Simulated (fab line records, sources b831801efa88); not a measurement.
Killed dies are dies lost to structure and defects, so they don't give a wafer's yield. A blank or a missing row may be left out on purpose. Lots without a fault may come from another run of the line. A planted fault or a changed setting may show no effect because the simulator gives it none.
fab line records | flow gf180mcu
record lots=11 wafers=32 last_day=34
route steps=602 shown V2@396 M3@425 V3@431
lots that met no fault: from a run of the same line without faults
start_h: hours from the record's first day to the start of the lot's first wafer shown | wait_h: hours since the lot's step before | " the same as in the row above | L1.1+2: a row that stands for several wafers | - no value, or no start given | * or withheld: withheld | < > ~ a bound
route shown NAME@n: a module of which the file shows steps, and the number in the route of the first | usual: mean/standard deviation of fault-free wafers | same: alike in all rows | chamber/n: place in a boat | sites: the reading at each site | _std_site: their standard deviation | _edge_site: outer sites' mean less inner sites' | radius_mm: how far each site lies from the wafer's centre | mask NAME#n: copy n | behind: the tool/chamber that last shaped the wafer | hold: why the lot was held/for how many hours/how that ended | device: the transistor (n, p or np) that didn't switch | end of line: the same wafers' tests at the end of the route | a step without rows: its recipe alone | killed: dies lost to structure and defects at the first sort, not the wafer's yield | map: a wafer's dies, x killed, . not, _ none there
set.NAME: the setting as run; set.NAME@STEP: as run at that earlier step | model.NAME: the simulator's own value behind a step, which no gauge read
steps of the route over a sample of lots; a table a step, a row a wafer
services: from which hour (start_h, from the record's first day; less than 0 if before it) a tool's chamber was out of use, for how many hours, and why
## steps
# step GF_V2_CD_MEAS_14
# recipe target_cd_nm=260
# usual cd_nm=259.8/1.3
# columns lot.wafer tool chamber start_h wait_h cd_nm
L696.1 cd_sem-01 - 455.44 0.1 259.4
L696.5 " - " " 260.0
L696.6 " - " " 259.8
L699.1 cd_sem-01 - 481.84 0.1 261.5
L699.3 " - " " 260.9
L699.4 " - " " 259.8
L700.3 cd_sem-01 - 490.48 0.1 259.7
L700.4 " - " " 260.1
L700.5 " - " " 258.2
L707.1 cd_sem-02 - 558.74 0.1 260.2
L707.3 " - " " 259.4
L707.6 " - " " 259.0
L709.3 cd_sem-02 - 573.24 0.1 260.9
L709.6 " - " " 262.3
L710.3 cd_sem-02 - 580.23 0.1 257.9
L710.5 " - " " 259.2
L710.6 " - " " 258.8
L711.2 cd_sem-01 - 587.91 0.1 260.5
L711.4 " - " " 261.8
L711.5 " - " " 260.3
L712.1 cd_sem-02 - 597.49 0.1 260.7
L712.2 " - " " 259.7
L712.5 " - " " 260.3
L715.3 cd_sem-01 - 616.79 0.1 260.8
L715.4 " - " " 261.1
L715.5 " - " " 261.5
L718.2 cd_sem-01 - 646.21 0.1 258.6
L718.3 " - " " 258.0
L718.6 " - " " 259.7
L719.3 cd_sem-02 - 649.18 0.1 259.3
L719.4 " - " " 258.6
L719.6 " - " " 258.1
# step GF_M3_METAL_ETCH_16
# recipe chemistry=Cl2/BCl3 mask_material=KrF target_depth_nm=750.8 stop_on=SiO2 pressure_mtorr=8 icp_w=800 bias_w=140 Cl2_flow_sccm=80 bcl3_flow_sccm=40 time_s=125.1
# usual drypump_motor_current_A=6.0/0.6 he_backside_leak_sccm=3.48/0.24 oes_product_au=0.988/0.0052 throttle_valve_pct=28.231/0.0087
# same time_s=125.1
# columns lot.wafer tool chamber start_h wait_h drypump_motor_current_A he_backside_leak_sccm oes_product_au rf_hours_counter_h throttle_valve_pct
L696.1 rie_metal-01 1 481.65 0.0 5.3 5.44 0.982 7 28.233
L696.5 " 1 " " 5.3 4.51 0.990 - 28.229
L696.6 " 0 " " 5.0 3.44 0.990 - 28.230
L699.1 rie_metal-02 0 507.72 0.0 5.4 3.73 0.987 13 28.240
L699.3 " 0 " " 5.4 3.64 0.984 - 28.225
L699.4 " 1 " " 6.6 3.64 0.981 - 28.250
L700.3 rie_metal-04 0 516.34 0.1 6.2 3.61 0.991 - 28.244
L700.4 " 1 " " 6.6 3.34 0.993 - 28.222
L700.5 " 1 " " 6.6 3.24 0.980 - 28.240
L707.1 rie_metal-04 1 582.50 0.0 6.6 3.33 0.987 2 28.235
L707.3 " 1 " " 6.6 3.38 0.994 - 28.224
L707.6 " 1 " " 6.6 3.32 0.985 - 28.213
L709.3 rie_metal-04 1 596.68 0.1 6.6 3.28 0.979 - 28.253
L709.6 " 0 " " 6.1 3.56 0.983 - 28.241
L710.3 rie_metal-04 0 603.64 0.1 6.2 3.71 0.979 - 28.219
L710.5 " 0 " " 6.2 3.55 0.993 - 28.236
L710.6 " 1 " " 6.6 3.34 0.996 - 28.237
L711.2 rie_metal-02 0 610.72 0.0 5.4 3.45 0.986 2 28.238
L711.4 " 0 " " 5.4 3.32 0.984 - 28.233
L711.5 " 1 " " 6.6 3.59 0.977 - 28.238
L712.1 rie_metal-04 1 620.52 0.0 6.6 3.24 0.987 3 28.229
L712.2 " 0 " " 6.2 3.64 0.988 5 28.220
L712.5 " 0 " " 6.1 3.62 0.990 - 28.228
L715.3 rie_metal-02 1 639.45 0.1 6.6 3.47 0.988 - 28.237
L715.4 " 1 " " 6.6 3.60 0.985 - 28.225
L715.5 " 1 " " 6.6 3.59 0.980 - 28.231
L718.2 rie_metal-01 0 667.20 0.0 5.0 3.53 0.993 15 28.230
L718.3 " 0 " " 5.0 3.28 0.994 - 28.229
L718.6 " 1 " " 5.4 3.37 0.982 - 28.246
L719.3 rie_metal-04 0 670.76 0.1 6.1 3.47 0.978 - 28.241
L719.4 " 1 " " 6.6 3.43 0.980 - 28.248
L719.6 " 0 " " 6.2 3.42 0.977 - 28.241
# step GF_V3_CVD_02
# recipe material=SiO2 target_thk_nm=850 precursor=TEOS temp_c=400 time_s=94.851 rf_w=600
# usual heater_power_w=652/100 run_length_s=123.1/0.54
# columns lot.wafer tool chamber start_h wait_h heater_power_w run_length_s
L696.1 pecvd-03 2 482.48 0.1 722 122.5
L696.5 " 0 " " 557 122.9
L696.6 " 1 " " 521 123.7
L699.1 pecvd-03 1 508.51 0.1 620 123.5
L699.3 " 0 " " 583 123.2
L699.4 " 1 " " 652 124.2
L700.3 pecvd-04 0 517.13 0.1 730 123.7
L700.4 " 1 " " 580 123.1
L700.5 " 0 " " 759 123.8
L707.1 pecvd-03 0 583.32 0.1 527 122.5
L707.3 " 2 " " 734 117.7
L707.6 " 2 " " 585 117.0
L709.3 pecvd-03 2 597.46 0.0 683 117.1
L709.6 " 0 " " 515 118.0
L710.3 pecvd-03 2 604.39 0.0 619 117.3
L710.5 " 2 " " 694 122.1
L710.6 " 0 " " 557 118.0
L711.2 pecvd-01 0 611.52 0.0 684 123.4
L711.4 " 1 " " 707 122.9
L711.5 " 0 " " 745 122.6
L712.1 pecvd-01 0 621.34 0.1 634 122.9
L712.2 " 2 " " 861 123.3
L712.5 " 2 " " 708 123.4
L715.3 pecvd-01 2 640.30 0.0 806 123.2
L715.4 " 2 " " 872 123.7
L715.5 " 1 " " 684 123.0
L718.2 pecvd-04 1 667.99 0.0 762 123.8
L718.3 " 0 " " 602 123.2
L718.6 " 1 " " 588 123.1
L719.3 pecvd-03 1 671.55 0.0 549 123.6
L719.4 " 1 " " 604 123.7
L719.6 " 0 " " 579 123.0
# step GF_V3_THK_MEAS_03
# recipe reads=SiO2_of_V3_CVD_02
# usual V3_CVD_02_THK=854/11
# columns lot.wafer tool chamber start_h wait_h V3_CVD_02_THK[nm]
L696.1 film_metro-03 - 482.55 0.0 849
L696.5 " - " " 844
L696.6 " - " " 858
L699.1 film_metro-01 - 508.62 0.1 834
L699.3 " - " " 847
L699.4 " - " " 848
L700.3 film_metro-01 - 517.22 0.1 866
L700.4 " - " " 847
L700.5 " - " " 858
L707.1 film_metro-04 - 583.39 0.0 848
L707.3 " - " " 805
L707.6 " - " " 819
L709.3 film_metro-04 - 597.55 0.1 796
L709.6 " - " " 816
L710.3 film_metro-01 - 604.48 0.1 804
L710.5 " - " " 868
L710.6 " - " " 820
L711.2 film_metro-03 - 611.60 0.0 851
L711.4 " - " " 871
L711.5 " - " " 881
L712.1 film_metro-03 - 621.41 0.0 850
L712.2 " - " " 861
L712.5 " - " " 870
L715.3 film_metro-03 - 640.39 0.1 837
L715.4 " - " " 861
L715.5 " - " " 856
L718.2 film_metro-03 - 668.07 0.0 833
L718.3 " - " " 847
L718.6 " - " " 858
L719.3 film_metro-03 - 671.64 0.1 849
L719.4 " - " " 865
L719.6 " - " " 853
# step GF_V3_CMP_04
# recipe material=SiO2 down_force_psi=4 platen_rpm=60 pad_velocity_m_s=0.94248
# usual motor_current_A=11.9/1.2 time_to_endpoint_s=79/5.4
# columns lot.wafer tool chamber start_h wait_h motor_current_A time_to_endpoint_s
L696.1 cmp-01 1 482.66 0.1 9.8 77
L696.5 " 0 " " 12.5 69
L696.6 " 1 " " 9.7 80
L699.3 cmp-01 2 508.68 0.0 12.8 71
L699.1 " 3 " " 13.2 67
L699.4 " 1 " " 10.0 75
L700.4 cmp-01 1 517.31 0.1 9.8 79
L700.3 " 3 " " 13.1 82
L700.5 " 1 " " 9.5 79
L707.3 cmp-02 1 583.45 0.0 11.5 61
L707.1 " 2 " " 13.8 78
L707.6 " 2 " " 12.8 67
L709.3 cmp-02 3 597.71 0.2 10.3 58
L709.6 " 3 " " 11.1 66
L710.3 cmp-01 1 604.52 0.0 9.4 67
L710.6 " 1 " " 9.1 73
L710.5 " 2 " " 12.1 83
L711.2 cmp-02 2 611.65 0.0 12.9 77
L711.4 " 3 " " 10.6 83
L711.5 " 2 " " 12.5 87
L712.1 cmp-01 3 621.47 0.1 13.7 78
L712.2 " 2 " " 12.3 79
L712.5 " 3 " " 13.1 85
L715.4 cmp-02 2 640.53 0.1 12.9 84
L715.3 " 3 " " 10.2 75
L715.5 " 1 " " 11.9 80
L718.3 cmp-01 2 668.12 0.0 12.3 76
L718.2 " 3 " " 13.3 75
L718.6 " 2 " " 12.0 81
L719.4 cmp-02 3 671.78 0.1 11.0 82
L719.3 " 0 " " 11.7 74
L719.6 " 1 " " 12.0 79
# step GF_V3_ETCH_16
# recipe chemistry=N2/H2 target_depth_a=withheld overetch_a=withheld time_s=withheld target=BARC ion_energy_ev=200 source_w=500 bias_w=100 pressure_mtorr=30 n2_flow_sccm=100 h2_flow_sccm=200
# usual drypump_motor_current_A=5.8/0.4 oes_product_au=0.855/0.0043 throttle_valve_pct=13.225/0.0078
# columns lot.wafer tool chamber start_h wait_h drypump_motor_current_A oes_product_au throttle_valve_pct
L696.1 rie_diel-04 2 506.42 0.0 6.5 0.853 13.219
L696.5 " 2 " " 6.5 0.845 13.221
L696.6 " 1 " " 5.6 0.857 13.225
L699.1 rie_diel-02 1 531.87 0.0 6.1 0.853 13.217
L699.3 " 3 " " 5.5 0.853 13.214
L699.4 " 0 " " 5.4 0.862 13.234
L700.3 rie_diel-04 0 540.50 0.0 6.1 0.852 13.217
L700.4 " 1 " " 5.6 0.848 13.227
L700.5 " 3 " " 6.3 0.859 13.215
L707.1 rie_diel-02 2 605.57 0.0 5.8 0.860 13.229
L707.3 " 1 " " 6.1 0.861 13.223
L707.6 " 1 " " 6.1 0.850 13.223
L709.3 rie_diel-04 0 618.62 0.0 6.1 0.854 13.224
L709.6 " 2 " " 6.5 0.862 13.231
L710.3 rie_diel-01 1 626.05 0.0 6.3 0.854 13.220
L710.5 " 2 " " 5.9 0.850 13.215
L710.6 " 1 " " 6.3 0.858 13.222
L711.2 rie_diel-04 2 633.12 0.0 6.5 0.862 13.213
L711.4 " 1 " " 5.6 0.855 13.222
L711.5 " 2 " " 6.5 0.850 13.213
L712.1 rie_diel-01 0 643.15 0.0 5.8 0.855 13.205
L712.2 " 3 " " 5.1 0.856 13.224
L712.5 " 2 " " 5.9 0.852 13.232
L715.3 rie_diel-01 3 660.55 0.0 5.1 0.851 13.219
L715.4 " 2 " " 5.9 0.857 13.232
L715.5 " 3 " " 5.1 0.851 13.214
L718.2 rie_diel-01 2 688.30 0.0 5.9 0.858 13.235
L718.3 " 1 " " 6.3 0.857 13.235
L718.6 " 3 " " 5.1 0.854 13.226
L719.3 rie_diel-02 1 690.92 0.0 6.1 0.856 13.227
L719.4 " 3 " " 5.5 0.858 13.223
L719.6 " 3 " " 5.5 0.858 13.223
## services
# columns tool chamber start_h hours kind
rie_diel-02 0 470.74 15.1 repair
rie_diel-04 3 473.84 3.8 repair
rie_metal-02 - 491.43 15.6 pm
rie_diel-04 1 492.04 6.7 repair
pecvd-03 2 492.69 26.3 repair
rie_diel-04 2 532.73 9.7 repair
rie_diel-04 2 547.41 4.2 repair
cmp-01 - 549.23 1.3 repair
rie_metal-02 - 564.68 0.3 repair
cmp-02 - 568.47 5.7 repair
pecvd-03 - 572.70 2.8 pm
cmp-02 - 574.17 4.0 pm
pecvd-03 - 586.19 0.3 repair
cmp-01 - 596.73 1.4 repair
cmp-02 - 601.28 6.5 pm
cmp-01 - 607.81 5.0 pm
cmp-02 - 617.27 0.8 repair
rie_diel-04 0 620.75 5.5 repair
pecvd-03 - 643.85 1.8 repair
rie_diel-01 1 651.89 8.2 repair
pecvd-03 - 653.35 4.0 pm
rie_diel-04 - 659.96 1.2 repair
rie_diel-04 3 663.32 5.7 repair
cmp-02 - 675.25 0.8 repair
## key
first_sign step=GF_V3_CVD_02 reading=run_length_s direction=down sigmas=10 usual=* struck=*
effect step=GF_V3_THK_MEAS_03 reading=V3_CVD_02_THK direction=down sigmas=3.9 usual=854 struck=810
effect step=GF_V3_CMP_04 reading=time_to_endpoint_s direction=down sigmas=2.5 usual=* struck=*
met_at GF_V3_CVD_02
struck_lots L707,L709,L710
struck_wafers L707.3,L707.6,L709.3,L709.6,L710.3,L710.6
not_acting_at GF_V2_CD_MEAS_14,GF_M3_METAL_ETCH_16,GF_V3_ETCH_16
onset_between 508.51 583.32
fault kind=process_parameter_drift tool=pecvd-03 chamber=- onset_h=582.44 steps=GF_V3_CVD_02 channel=time_s offset=* shape=step end_h=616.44 scope=struck_wafers_only acts_in=* stated=*
